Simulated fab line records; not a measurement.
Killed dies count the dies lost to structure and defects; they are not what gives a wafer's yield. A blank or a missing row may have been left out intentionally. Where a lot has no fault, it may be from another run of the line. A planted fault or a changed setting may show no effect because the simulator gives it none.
Which tool is to blame? ; flow gf180mcu ; Sampling: 11 lots, 33 wafers, 2 of 602 route steps

WHAT EACH GAUGE READ, for each wafer
GF_V2_THK_MEAS_01. Usual: V2_CVD_00_THK gives 599 nm (standard deviation 6.2).
lot;measured;on;V2_CVD_00_THK (nm);flag
L956;day 18 23:35;filmMetro-03;598 595 590;
L957;day 19 02:01;filmMetro-03;596 605 601;
L958;day 19 16:31;filmMetro-04;606 612 616;
L959;day 20 05:04;filmMetro-04;600 593 591;
L960;day 20 14:42;filmMetro-01;593 588 596;
L961;day 20 22:00;filmMetro-04;602 601 596;
L962;day 21 11:31;filmMetro-01;601 604 598;
L972;day 25 11:09;filmMetro-04;604 603 594;
L974;day 25 21:08;filmMetro-01;589 590 591;
L976;day 26 12:38;filmMetro-03;594 595 588;
L978;day 26 23:07;filmMetro-03;599 604 596;

TOOL THAT RAN EACH LOT (tool first, then ch and the chambers of the sampled wafers, then the start)
lot;GF_V1_CVD_02
L956;pecvd-02 ch 0,1,2, day 16 21:14
L957;pecvd-01 ch 0,1, day 17 00:17
L958;pecvd-01 ch 0,1, day 17 13:55
L959;pecvd-04 ch 0,1,2, day 18 03:11
L960;pecvd-04 ch 0,1, day 18 11:11
L961;pecvd-02 ch 0,2, day 18 17:25
L962;pecvd-02 ch 0,2, day 19 08:22
L972;pecvd-01 ch 1,2, day 23 11:38
L974;pecvd-01 ch 0,1, day 23 22:35
L976;pecvd-02 ch 0,1,2, day 24 15:40
L978;pecvd-02 ch 1,2, day 25 01:56
- GF_V1_CVD_02: deposits SiO2 from TEOS, target thk 850 nm, time 94.851 s.

WHAT THE TOOLS THEMSELVES READ (means of the sampled wafers that have a number; where no wafer has one, the mark that the record gives instead)
GF_V1_CVD_02. Usual: heaterPowerW 650 W, standard deviation 71.
lot;tool;heaterPowerW (W);flag
L956;pecvd-02;673;
L957;pecvd-01;722;
L958;pecvd-01;714;
L959;pecvd-04;639;
L960;pecvd-04;595;
L961;pecvd-02;698;
L962;pecvd-02;667;
L972;pecvd-01;583;
L974;pecvd-01;688;
L976;pecvd-02;652;
L978;pecvd-02;597;

THE ANSWER, worked out from the rows above alone
Rule: a lot counts as off when the mean over its wafers that have a number is more than 3 standard deviations away from the usual mean. Also off: a lot with no number at a reading for which 4 or more lots have one. Any other lot the step has rows for is counted as sound. First the gauges in route order, then the tools' own readings, where a lot's mean is used as printed above. The first step at which some lot is off is used, and at that step the reading that is off furthest; a lot without a number counts as furthest.
Nothing can be told from this: no lot is off at any reading shown.

WHAT THE SIMULATOR HAD PUT IN
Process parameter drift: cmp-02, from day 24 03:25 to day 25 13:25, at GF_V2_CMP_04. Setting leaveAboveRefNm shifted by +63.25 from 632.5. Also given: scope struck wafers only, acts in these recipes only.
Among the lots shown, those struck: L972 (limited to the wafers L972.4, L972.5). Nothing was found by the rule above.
